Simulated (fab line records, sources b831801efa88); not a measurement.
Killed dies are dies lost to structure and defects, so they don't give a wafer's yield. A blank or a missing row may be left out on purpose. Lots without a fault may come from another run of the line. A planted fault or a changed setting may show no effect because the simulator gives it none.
A struck lot beside a sound one | flow sky130 | 16 steps out of a route of 708
Sound: wafers L337.4, L337.5, L337.6. Struck: wafer L356.5. (L356.2 of the same lot was not struck and is left out.) The cause comes at the end.
At each step with rows: each side's tool, then ch and its chambers, then its first start. Under that, the readings that differ: sound wafers | struck wafers | difference of the means | sigmas: that difference in standard deviations of wafers without a fault.
alike: readings whose means differ by less than 2 such deviations, and words and numbers that are the same on both sides. not compared: withheld readings, readings that some wafer has no value for, bounds like >300 that may hide the same value, and numbers for which the record gives no deviation and whose values overlap.
The two part at a step that has a row with sigmas, a row that says differs or no value, or rows on one side only. Numbers that don't overlap but have no deviation are shown without sigmas and don't part them. A reading that every wafer of one side lacks parts them only if that side has two wafers or more.

first, 3 steps without rows for these wafers: SKY_METAL1_EXPOSE_12 (exposes mask MM1, target cd 140 nm); SKY_METAL1_PEB_13; SKY_METAL1_DEVELOP_14 (develop time 60 s).
SKY_METAL1_CD_MEAS_15: target cd 140 nm.
  sound on cd_sem-01, day 32 18:59; struck on cd_sem-02, day 39 03:22
  alike: cd_nm
SKY_METAL1_OVL_MEAS_16:
  sound on overlay-01, day 32 19:04; struck on overlay-02, day 39 03:29
  reading         | sound  | struck | difference | sigmas
  METAL1_OVL (nm) | -2 5 4 | 20     | +18        | +3
SKY_METAL1_DESCUM_17: chemistry O2, time 8 s.
  sound on rie_metal-04 ch 0,1, day 32 19:05; struck on rie_metal-04 ch 0, day 39 03:31
  alike: drypump_motor_current_A, oes_product_au
  not compared: rf_hours_counter_h
SKY_METAL1_ETCH_18: etches BARC in N2/H2, stops on SiO2, time 45.9 s, target depth 60 nm.
  sound on rie_metal-04 ch 0,1, day 32 19:08; struck on rie_metal-04 ch 0, day 39 03:32
  alike: drypump_motor_current_A, oes_product_au, throttle_valve_pct
  not compared: rf_hours_counter_h
SKY_METAL1_METAL_ETCH_19: etches the open film in Cl2/BCl3, stops on SiO2, target depth 360 nm, time 78 s.
  sound on rie_metal-04 ch 0,1, day 32 19:12; struck on rie_metal-04 ch 0, day 39 03:36
  reading                | sound                | struck | difference | sigmas
  oes_product_au (a.u.)  | 0.865 0.857 0.854    | 0.844  | -0.015     | -2
  throttle_valve_pct (%) | 22.269 22.259 22.252 | 22.287 | +0.027     | +3
  alike: drypump_motor_current_A
  not compared: rf_hours_counter_h
SKY_METAL1_STRIP_20: strips in O2/N2.
  sound on plasma_asher-04 ch 0,1, day 32 19:18; struck on plasma_asher-03 ch 1, day 39 03:41
  alike: drypump_motor_current_A, oes_product_au, strip_time_to_endpoint_s
  not compared: rf_hours_counter_h
then, 3 steps without rows for these wafers: SKY_METAL1_STRIP_21 (strips in post etch residue remover, time 1200 s); SKY_METAL1_CLEAN_22 (cleans in IPA, time 180 s); SKY_METAL1_CLEAN_23 (cleans in O3/DIW).
SKY_VIA1_HDPCVD_00: deposits SiO2, target thk 1030 nm, time 171.7 s.
  sound on hdpcvd-01 ch 0,1,2, day 32 19:55; struck on hdpcvd-02 ch 1, day 39 04:17
  reading                                  | sound             | struck | difference | sigmas
  run_length_s (s)                         | 199.9 199.3 199.8 | 186.2  | -13.5      | -35
  model.SiO2_of_VIA1_HDPCVD_00.thk_nm (nm) | 1024 1035 1037    | 939.7  | -92.3      |
SKY_VIA1_THK_MEAS_01:
  sound on film_metro-01, day 32 20:00; struck on film_metro-01, day 39 04:24
  reading              | sound          | struck | difference | sigmas
  VIA1_HDPCVD_THK (nm) | 1023 1036 1037 | 940    | -92        | -7
SKY_VIA1_CMP_02: polishes SiO2.
  sound on cmp-01 ch 1,2, day 32 20:05; struck on cmp-01 ch 2, day 39 04:36
  alike: motor_current_A
then, 1 step without rows for these wafers: SKY_PAD_OPEN_PROBE_99.

WHERE THEY PART
First at SKY_METAL1_OVL_MEAS_16; last, within this record, at SKY_VIA1_THK_MEAS_01. Later steps at which nothing parts them and some readings are alike: SKY_VIA1_CMP_02.

WHY: what the simulator had put in
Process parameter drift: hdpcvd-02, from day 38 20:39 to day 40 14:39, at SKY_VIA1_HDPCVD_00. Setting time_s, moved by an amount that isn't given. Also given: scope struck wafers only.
